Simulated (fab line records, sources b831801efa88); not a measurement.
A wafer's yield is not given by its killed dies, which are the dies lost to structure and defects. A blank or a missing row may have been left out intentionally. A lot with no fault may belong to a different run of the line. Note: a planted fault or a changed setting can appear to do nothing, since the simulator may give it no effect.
Which of the tools did it? / flow sky130 / Sampling: 24 lots, 72 wafers, 3 of 708 route steps

## WHAT EACH GAUGE READ, for each wafer
SKY_CAPM_OVL_MEAS_12. Usual: CAPM_OVL gives 0.3 nm (standard deviation 1.4).
lot=L074; measured=day 38 00:41; on=overlay-01; CAPM_OVL (nm)=-1.4 0.8 0.5; flag=
lot=L075; measured=day 38 01:35; on=overlay-01; CAPM_OVL (nm)=0.5 0.3 2.9; flag=
lot=L076; measured=day 38 03:08; on=overlay-02; CAPM_OVL (nm)=0.9 -0.9 0.7; flag=
lot=L078; measured=day 38 23:59; on=overlay-02; CAPM_OVL (nm)=1.1 2.2 3.0; flag=
lot=L077; measured=day 39 01:15; on=overlay-01; CAPM_OVL (nm)=-1.6 1.3 1.0; flag=
lot=L080; measured=day 39 09:09; on=overlay-01; CAPM_OVL (nm)=0.9 0.3 0.8; flag=
lot=L079; measured=day 39 10:23; on=overlay-01; CAPM_OVL (nm)=2.0 1.0 0.1; flag=
lot=L081; measured=day 39 16:26; on=overlay-02; CAPM_OVL (nm)=1.4 -0.8 0.7; flag=
lot=L082; measured=day 39 19:29; on=overlay-01; CAPM_OVL (nm)=0.6 -2.2 -0.9; flag=
lot=L083; measured=day 40 06:54; on=overlay-02; CAPM_OVL (nm)=1.1 -0.3 0.4; flag=
lot=L084; measured=day 40 10:31; on=overlay-02; CAPM_OVL (nm)=-1.0 -2.5 -0.9; flag=
lot=L085; measured=day 40 18:57; on=overlay-01; CAPM_OVL (nm)=-0.9 -1.6 1.4; flag=
lot=L087; measured=day 41 01:30; on=overlay-02; CAPM_OVL (nm)=-1.7 0.2 -1.1; flag=
lot=L086; measured=day 41 03:51; on=overlay-02; CAPM_OVL (nm)=0.0 0.2 -0.3; flag=
lot=L088; measured=day 41 05:11; on=overlay-01; CAPM_OVL (nm)=-0.7 -0.7 1.7; flag=
lot=L089; measured=day 41 11:12; on=overlay-02; CAPM_OVL (nm)=-1.0 2.0 1.4; flag=
lot=L090; measured=day 41 22:26; on=overlay-02; CAPM_OVL (nm)=1.4 1.8 -0.9; flag=
lot=L091; measured=day 42 18:14; on=overlay-02; CAPM_OVL (nm)=1.3 0.0 -0.1; flag=
lot=L092; measured=day 42 19:50; on=overlay-01; CAPM_OVL (nm)=-0.5 1.1 -2.5; flag=
lot=L093; measured=day 43 02:31; on=overlay-02; CAPM_OVL (nm)=-0.3 -1.3 -0.3; flag=
lot=L094; measured=day 43 03:50; on=overlay-02; CAPM_OVL (nm)=-1.0 -1.5 -1.8; flag=
lot=L095; measured=day 43 16:47; on=overlay-02; CAPM_OVL (nm)=0.0 -0.1 0.4; flag=
lot=L096; measured=day 43 21:40; on=overlay-02; CAPM_OVL (nm)=1.2 1.5 0.8; flag=
lot=L097; measured=day 43 22:18; on=overlay-02; CAPM_OVL (nm)=0.7 3.1 2.6; flag=

SKY_VIA3_THK_MEAS_23: measures by xrf. Usual: VIA3_W_THK gives 379 nm (standard deviation 8.5).
lot=L074; measured=day 40 06:01; on=filmMetro-03; VIA3_W_THK (nm)=362 379 369; flag=
lot=L075; measured=day 40 07:09; on=filmMetro-02; VIA3_W_THK (nm)=385 388 371; flag=
lot=L076; measured=day 40 07:48; on=filmMetro-03; VIA3_W_THK (nm)=392 379 392; flag=
lot=L078; measured=day 41 03:57; on=filmMetro-01; VIA3_W_THK (nm)=378 379 370; flag=
lot=L077; measured=day 41 05:26; on=filmMetro-01; VIA3_W_THK (nm)=384 380 383; flag=
lot=L080; measured=day 41 13:08; on=filmMetro-02; VIA3_W_THK (nm)=384 385 388; flag=
lot=L079; measured=day 41 14:16; on=filmMetro-02; VIA3_W_THK (nm)=365 366 381; flag=
lot=L081; measured=day 41 23:04; on=filmMetro-02; VIA3_W_THK (nm)=370 378 367; flag=
lot=L082; measured=day 42 01:49; on=filmMetro-01; VIA3_W_THK (nm)=385 385 382; flag=
lot=L083; measured=day 42 08:53; on=filmMetro-02; VIA3_W_THK (nm)=383 375 369; flag=
lot=L084; measured=day 42 12:34; on=filmMetro-03; VIA3_W_THK (nm)=376 363 368; flag=
lot=L085; measured=day 42 21:36; on=filmMetro-03; VIA3_W_THK (nm)=374 375 379; flag=
lot=L087; measured=day 43 04:22; on=filmMetro-03; VIA3_W_THK (nm)=375 385 373; flag=
lot=L086; measured=day 43 06:29; on=filmMetro-01; VIA3_W_THK (nm)=373 382 385; flag=
lot=L088; measured=day 43 07:14; on=filmMetro-02; VIA3_W_THK (nm)=370 373 366; flag=
lot=L089; measured=day 43 12:12; on=filmMetro-03; VIA3_W_THK (nm)=389 396 377; flag=
lot=L090; measured=day 43 23:09; on=filmMetro-01; VIA3_W_THK (nm)=372 380 381; flag=
lot=L091; measured=day 44 18:46; on=filmMetro-01; VIA3_W_THK (nm)=367 364 363; flag=
lot=L092; measured=day 44 20:24; on=filmMetro-03; VIA3_W_THK (nm)=382 395 382; flag=
lot=L093; measured=day 45 02:35; on=filmMetro-03; VIA3_W_THK (nm)=390 387 388; flag=
lot=L094; measured=day 45 03:32; on=filmMetro-01; VIA3_W_THK (nm)=383 376 388; flag=
lot=L095; measured=day 45 15:29; on=filmMetro-03; VIA3_W_THK (nm)=394 389 396; flag=
lot=L096; measured=day 45 21:32; on=filmMetro-01; VIA3_W_THK (nm)=377 387 374; flag=
lot=L097; measured=day 45 21:45; on=filmMetro-03; VIA3_W_THK (nm)=386 379 388; flag=

## WHICH TOOL RAN EACH LOT (tool, then ch and the chambers of the sampled wafers, then the start)
lot=L074; SKY_METAL3_DESCUM_15=rieMetal-01 ch 0,1, day 39 03:01
lot=L075; SKY_METAL3_DESCUM_15=rieMetal-02 ch 0, day 39 03:58
lot=L076; SKY_METAL3_DESCUM_15=rieMetal-01 ch 0,1, day 39 04:40
lot=L078; SKY_METAL3_DESCUM_15=rieMetal-01 ch 0,1, day 40 01:40
lot=L077; SKY_METAL3_DESCUM_15=rieMetal-02 ch 0,1, day 40 03:02
lot=L080; SKY_METAL3_DESCUM_15=rieMetal-03 ch 0,1, day 40 10:35
lot=L079; SKY_METAL3_DESCUM_15=rieMetal-01 ch 0,1, day 40 11:35
lot=L081; SKY_METAL3_DESCUM_15=rieMetal-03 ch 0,1, day 40 17:31
lot=L082; SKY_METAL3_DESCUM_15=rieMetal-02 ch 0,1, day 40 20:44
lot=L083; SKY_METAL3_DESCUM_15=rieMetal-02 ch 0,1, day 41 07:24
lot=L084; SKY_METAL3_DESCUM_15=rieMetal-02 ch 0,1, day 41 11:11
lot=L085; SKY_METAL3_DESCUM_15=rieMetal-02 ch 0,1, day 41 19:25
lot=L087; SKY_METAL3_DESCUM_15=rieMetal-01 ch 0,1, day 42 02:26
lot=L086; SKY_METAL3_DESCUM_15=rieMetal-01 ch 0,1, day 42 04:47
lot=L088; SKY_METAL3_DESCUM_15=rieMetal-02 ch 0,1, day 42 05:32
lot=L089; SKY_METAL3_DESCUM_15=rieMetal-02 ch 0,1, day 42 11:01
lot=L090; SKY_METAL3_DESCUM_15=rieMetal-03 ch 0,1, day 42 21:53
lot=L091; SKY_METAL3_DESCUM_15=rieMetal-03 ch 0,1, day 43 17:35
lot=L092; SKY_METAL3_DESCUM_15=rieMetal-03 ch 0,1, day 43 19:19
lot=L093; SKY_METAL3_DESCUM_15=rieMetal-01 ch 0, day 44 02:16
lot=L094; SKY_METAL3_DESCUM_15=rieMetal-02 ch 0,1, day 44 02:56
lot=L095; SKY_METAL3_DESCUM_15=rieMetal-02 ch 0,1, day 44 15:38
lot=L096; SKY_METAL3_DESCUM_15=rieMetal-03 ch 0,1, day 44 21:04
lot=L097; SKY_METAL3_DESCUM_15=rieMetal-01 ch 0,1, day 44 21:25
- SKY_METAL3_DESCUM_15: chemistry O2, time 8 s.

## AS READ BY THE TOOLS THEMSELVES (means over the sampled wafers that have a number; for cases with no such wafer, the mark the record gives instead)
SKY_METAL3_DESCUM_15. Usual: drypumpMotorCurrentA 5.8 A, standard deviation 0.33; oesProductAu 0.996 a.u., standard deviation 0.01.
lot=L074; tool=rieMetal-01; drypumpMotorCurrentA (A)=5.8; oesProductAu (a.u.)=0.995; flag=
lot=L075; tool=rieMetal-02; drypumpMotorCurrentA (A)=6.3; oesProductAu (a.u.)=0.995; flag=
lot=L076; tool=rieMetal-01; drypumpMotorCurrentA (A)=5.8; oesProductAu (a.u.)=0.993; flag=
lot=L078; tool=rieMetal-01; drypumpMotorCurrentA (A)=5.8; oesProductAu (a.u.)=0.990; flag=
lot=L077; tool=rieMetal-02; drypumpMotorCurrentA (A)=5.6; oesProductAu (a.u.)=0.987; flag=
lot=L080; tool=rieMetal-03; drypumpMotorCurrentA (A)=5.8; oesProductAu (a.u.)=1.006; flag=
lot=L079; tool=rieMetal-01; drypumpMotorCurrentA (A)=5.8; oesProductAu (a.u.)=0.998; flag=
lot=L081; tool=rieMetal-03; drypumpMotorCurrentA (A)=5.7; oesProductAu (a.u.)=0.999; flag=
lot=L082; tool=rieMetal-02; drypumpMotorCurrentA (A)=6.0; oesProductAu (a.u.)=0.994; flag=
lot=L083; tool=rieMetal-02; drypumpMotorCurrentA (A)=6.0; oesProductAu (a.u.)=1.004; flag=
lot=L084; tool=rieMetal-02; drypumpMotorCurrentA (A)=5.6; oesProductAu (a.u.)=0.996; flag=
lot=L085; tool=rieMetal-02; drypumpMotorCurrentA (A)=6.0; oesProductAu (a.u.)=1.011; flag=
lot=L087; tool=rieMetal-01; drypumpMotorCurrentA (A)=5.8; oesProductAu (a.u.)=0.994; flag=
lot=L086; tool=rieMetal-01; drypumpMotorCurrentA (A)=5.8; oesProductAu (a.u.)=0.990; flag=
lot=L088; tool=rieMetal-02; drypumpMotorCurrentA (A)=6.0; oesProductAu (a.u.)=1.011; flag=
lot=L089; tool=rieMetal-02; drypumpMotorCurrentA (A)=6.0; oesProductAu (a.u.)=1.007; flag=
lot=L090; tool=rieMetal-03; drypumpMotorCurrentA (A)=5.7; oesProductAu (a.u.)=0.991; flag=
lot=L091; tool=rieMetal-03; drypumpMotorCurrentA (A)=5.8; oesProductAu (a.u.)=1.000; flag=
lot=L092; tool=rieMetal-03; drypumpMotorCurrentA (A)=5.8; oesProductAu (a.u.)=1.001; flag=
lot=L093; tool=rieMetal-01; drypumpMotorCurrentA (A)=5.7; oesProductAu (a.u.)=0.978; flag=
lot=L094; tool=rieMetal-02; drypumpMotorCurrentA (A)=6.0; oesProductAu (a.u.)=0.997; flag=
lot=L095; tool=rieMetal-02; drypumpMotorCurrentA (A)=5.6; oesProductAu (a.u.)=0.995; flag=
lot=L096; tool=rieMetal-03; drypumpMotorCurrentA (A)=5.7; oesProductAu (a.u.)=0.997; flag=
lot=L097; tool=rieMetal-01; drypumpMotorCurrentA (A)=5.8; oesProductAu (a.u.)=0.983; flag=

## THE ANSWER, worked out from the rows above alone
Rule: a lot counts as off when the mean over its wafers that have a number is more than 3 standard deviations away from the usual mean. A lot without any number at a reading at which 4 lots or more have one is off too. The other lots that the step has rows for count as sound. The gauges are gone through in route order, then the tools' own readings, and for those a lot's mean is taken as printed above. At the first step where some lot is off, the reading lying furthest off is the one used; lots without a number count as furthest.
No lot is off at any reading shown: from this, nothing can be told.

## WHAT THE SIMULATOR HAD PUT IN
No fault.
